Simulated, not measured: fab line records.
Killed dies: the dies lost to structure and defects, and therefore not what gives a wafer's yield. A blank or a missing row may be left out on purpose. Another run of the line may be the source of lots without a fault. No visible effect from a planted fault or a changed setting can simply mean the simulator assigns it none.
The tool behind it: which one?    flow sfq_line    15 lots with 45 wafers sampled at 2 steps, on a route of 325 steps

WHAT EACH GAUGE READ, for each wafer
SFQ_R5_THK_MEAS_934: measures by xrf. Usual: R5_MONX_THK typically reads 39.8 nm, with standard deviation 0.47.
lot   measured      on             R5_MONX_THK (nm)  flag
L906  day 57 17:23  film_metro-03  39.0 38.6 38.8    
L907  day 60 00:42  film_metro-03  39.4 39.8 39.5    
L908  day 60 05:25  film_metro-03  39.6 39.8 39.6    
L909  day 60 05:29  film_metro-01  39.2 39.5 39.4    
L910  day 60 09:57  film_metro-02  39.5 39.3 39.5    
L916  day 62 09:49  film_metro-03  40.0 40.6 40.6    
L917  day 66 23:10  film_metro-01  39.6 40.2 39.7    
L918  day 67 01:34  film_metro-03  39.8 39.7 39.3    
L919  day 67 02:46  film_metro-01  39.6 40.0 39.6    
L921  day 67 07:35  film_metro-01  39.7 39.5 40.2    
L922  day 67 11:46  film_metro-03  40.4 40.4 40.0    
L924  day 67 20:34  film_metro-03  39.5 40.1 40.1    
L925  day 67 20:46  film_metro-02  39.7 39.1 39.5    
L926  day 67 23:34  film_metro-01  39.8 40.5 39.8    
L927  day 68 02:46  film_metro-01  38.9 39.5 39.4    

WHICH TOOL RAN EACH LOT (tool, then ch and the chambers of the sampled wafers, then the start)
lot   SFQ_TRILAYER_R5_DEP_SPUTTER_132
L906  pvd_sputter-05, day 57 17:10
L907  pvd_sputter-05, day 60 00:29
L908  pvd_sputter-04, day 60 05:10
L909  pvd_sputter-05, day 60 05:17
L910  pvd_sputter-04, day 60 09:44
L916  pvd_sputter-03, day 62 09:35
L917  pvd_sputter-04, day 66 22:57
L918  pvd_sputter-05, day 67 01:21
L919  pvd_sputter-03, day 67 02:33
L921  pvd_sputter-05, day 67 07:21
L922  pvd_sputter-04, day 67 11:33
L924  pvd_sputter-04, day 67 20:21
L925  pvd_sputter-05, day 67 20:33
L926  pvd_sputter-04, day 67 23:21
L927  pvd_sputter-05, day 68 02:33
- SFQ_TRILAYER_R5_DEP_SPUTTER_132: material Ti, target thk 5 nm, time 5 s.

AS READ BY THE TOOLS THEMSELVES (means over the sampled wafers that have a number; for cases with no such wafer, the mark the record gives instead)
SFQ_TRILAYER_R5_DEP_SPUTTER_132. Usual: throttle_valve_pct reads 29.9 % (standard deviation 0.84).
lot   tool            throttle_valve_pct (%)  flag
L906  pvd_sputter-05  29.7                    
L907  pvd_sputter-05  29.7                    
L908  pvd_sputter-04  29.8                    
L909  pvd_sputter-05  30.3                    
L910  pvd_sputter-04  29.6                    
L916  pvd_sputter-03  29.4                    
L917  pvd_sputter-04  30.4                    
L918  pvd_sputter-05  30.1                    
L919  pvd_sputter-03  29.2                    
L921  pvd_sputter-05  29.7                    
L922  pvd_sputter-04  30.3                    
L924  pvd_sputter-04  29.0                    
L925  pvd_sputter-05  30.3                    
L926  pvd_sputter-04  30.4                    
L927  pvd_sputter-05  30.1                    

THE ANSWER, worked out from the rows above alone
Rule: a lot is off if the mean of its wafers that have a number lies more than 3 standard deviations from the usual mean. Also off: a lot with no number at a reading for which 4 or more lots have one. Where the step has rows for the other lots, those lots are counted as sound. After the gauges, taken in route order, come the tools' own readings; for these a lot's mean is taken, as printed above. At the first step where some lot is off, the reading lying furthest off is the one used; lots without a number count as furthest.
No lot is off on any of the readings shown, so nothing can be concluded from this.

WHAT HAD BEEN PUT IN BY THE SIMULATOR
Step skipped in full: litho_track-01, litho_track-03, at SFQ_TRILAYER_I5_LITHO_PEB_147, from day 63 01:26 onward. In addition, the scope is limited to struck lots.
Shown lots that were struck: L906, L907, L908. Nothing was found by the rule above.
